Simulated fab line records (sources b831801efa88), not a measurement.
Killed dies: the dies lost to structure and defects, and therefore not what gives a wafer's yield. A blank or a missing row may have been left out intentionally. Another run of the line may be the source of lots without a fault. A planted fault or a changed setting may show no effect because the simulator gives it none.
Problem report in the 8D (eight disciplines) form, filled by code -- flow gf180mcu -- the parts of the form that need people (team, actions taken, sign-off) are left out

## 1. THE PROBLEM
Wafers without a fault read 216 s, standard deviation 3.4; run-length-s at GF_STI_WET_ETCH_26 reads a mean of 152 s on 6 wafers belonging to 2 lots. Measured from the usual mean, that is -19 standard deviations.
The step: etches SiO2 in dHF, target depth 94 nm, time 188 s.
The first sign was on wafer L605.1 at day 6 02:17, on wet-bench-03. The record holds 39 wafers of 13 lots with a number at this step. By rule, "out" or "out of limits" means more than 4 standard deviations away from the usual mean. The rest of the wafers with a number are treated as sound.

## 2. WHAT IT IS, AND WHAT IT ISN'T
question,is,is not
which readings at this step,run-length-s,-
which lots,"L605, L609","L587, L591, L592, L593, L594, L595, L596, L598, L599, L600, L601"
which wafers of those lots,all that have a number,-
read on which tools,wet-bench-03,"wet-bench-01, wet-bench-04"
when,from day 6 02:17,up to then (33 sound wafers)

## 3. SUSPECTS, AND WHAT RULES EACH OUT
Counting: a tool at a process step up to the reading stays a suspect if it ran every lot that is out and no sound lot after the first of them.
- wet-bench-03 at GF_STI_WET_ETCH_26 (etches SiO2 in dHF, target depth 94 nm, time 188 s): kept. It processed each lot that is out, first L605 at day 6 02:17, and no sound lot thereafter; up to then, the last sound lot it processed was L601 at day 5 03:41. Its own readings are out on those wafers: run-length-s.
Left after counting: wet-bench-03 at GF_STI_WET_ETCH_26.

## 4. THE CAUSE (what the simulator had put in)
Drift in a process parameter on wet-bench-03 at GF_STI_WET_ETCH_26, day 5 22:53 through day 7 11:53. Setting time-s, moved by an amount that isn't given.
Only this tool survived the counting.

## 5. THE CHAIN OF EFFECTS, in route order
Each row: a reading where the mean over the struck wafers with a number is more than 3 standard deviations away from the usual. Only readings for which the record gives a usual standard deviation are gone through. hours: the time from each lot's start at the first step in this table that gives one to its start at this step, as a median over the lots. sigmas: the change in usual standard deviations.
hours,step,reading,usual,on struck wafers,change,sigmas
0,GF_STI_WET_ETCH_26,run-length-s,216 s,152,-64,-19
The process steps in it:
- GF_STI_WET_ETCH_26: etches SiO2 in dHF, target depth 94 nm, time 188 s.

## 6. WHAT WOULD HAVE CAUGHT IT SOONER
3 hours passed between the start of the fault at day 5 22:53 and the first reading out of limits in this record, taken at day 6 02:17.
